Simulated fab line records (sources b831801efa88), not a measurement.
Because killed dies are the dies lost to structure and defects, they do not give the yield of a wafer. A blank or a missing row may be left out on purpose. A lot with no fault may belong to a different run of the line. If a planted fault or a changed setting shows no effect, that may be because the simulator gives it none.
Struck lot and sound lot, side by side | flow gf180mcu | 16 out of 602 route steps
Sound: wafers L174.1, L174.3, L174.4. Struck: wafers L191.2, L191.3 (left out: L191.6, a lot-mate that was not struck); the cause follows at the end.
Order at every step that has rows: each side's tool, ch and its chambers, its first start. Under that, the readings that differ: sound wafers | struck wafers | difference of the means | sigmas: that difference in standard deviations of wafers without a fault.
alike: same words and numbers on both sides, and readings whose means sit less than 2 such deviations apart. not compared: any withheld reading, any reading some wafer has no value for, any bound like >300 that may hide the same value, and any number with overlapping values for which the record gives no deviation.
The two part at a step that has a row with sigmas, a row that says differs or no value, or rows on one side only. Numbers that don't overlap but have no deviation are shown without sigmas and don't part them. A reading missing from all wafers of one side parts the sides only when that side holds two or more wafers.

first, 1 step without rows for these wafers: GF_HV_LDD_DEVELOP_18 (develop time 60 s).
GF_HV_LDD_CD_MEAS_19 targets a cd of 400 nm.
  sound on cd sem-02 at day 11 08:56; struck on cd sem-01 at day 16 17:46
  alike: cd nm
GF_HV_LDD_OVL_MEAS_20:
  sound on overlay-01 at day 11 09:04; struck on overlay-02 at day 16 17:53
  alike: HV_LDD_01_OVL
following that, these wafers have no rows for 1 step: GF_HV_LDD_IMPLANT_21.
GF_HV_LDD_STRIP_22: strips in O2/N2.
  sound on plasma asher-02 ch 0,1, day 11 09:15; struck on plasma asher-04 ch 0,1, day 16 18:04
  reading                     | sound       | struck  | difference | sigmas
  drypump motor current A (A) | 5.8 5.7 6.3 | 5.1 5.4 | -0.7       | -2
  alike: heater power w, oes product au, strip time to endpoint s
  not compared: rf hours counter h
GF_HV_LDD_TW_MEAS_23:
  sound on film metro-01 at day 11 09:21; struck on film metro-03 at day 16 18:10
  reading     | sound          | struck    | difference | sigmas
  HV_LDD_2_TW | 1072 1078 1071 | 1053 1049 | -23        | -2
then, 6 steps without rows for these wafers: GF_HV_LDD_DEHYDRATE_24 (time 60 s); GF_HV_LDD_HMDS_25 (prime time 60 s); GF_HV_LDD_COAT_26 (resist thk 1000 nm); GF_HV_LDD_SOFTBAKE_27 (time 60 s); GF_HV_LDD_EXPOSE_28 (exposes mask Nplus HV AREA, target cd 400 nm); GF_HV_LDD_PEB_29.
GF_HV_LDD_DEVELOP_30: develop time 60 s.
  sound on litho track-03 ch 0, day 12 03:33; struck on litho track-03 ch 0, day 17 16:59
  alike: developer temp C
GF_HV_LDD_CD_MEAS_31 targets a cd of 400 nm.
  sound on cd sem-02 at day 12 03:42; struck on cd sem-01 at day 17 17:07
  reading    | sound             | struck      | difference | sigmas
  cd nm (nm) | 402.4 403.8 402.5 | 414.1 414.5 | +11.4      | +5
GF_HV_LDD_OVL_MEAS_32:
  sound on overlay-01 at day 12 03:49; struck on overlay-01 at day 17 17:14
  alike: HV_LDD_02_OVL
GF_PASSIVATION_PROBE_99:
  rows exist in the record for the sound wafers here (prober-02, day 29 12:49), none for the struck ones

WHERE THEY PART
First at GF_HV_LDD_STRIP_22; last, within this record, at GF_PASSIVATION_PROBE_99.

WHY: the cause the simulator had injected
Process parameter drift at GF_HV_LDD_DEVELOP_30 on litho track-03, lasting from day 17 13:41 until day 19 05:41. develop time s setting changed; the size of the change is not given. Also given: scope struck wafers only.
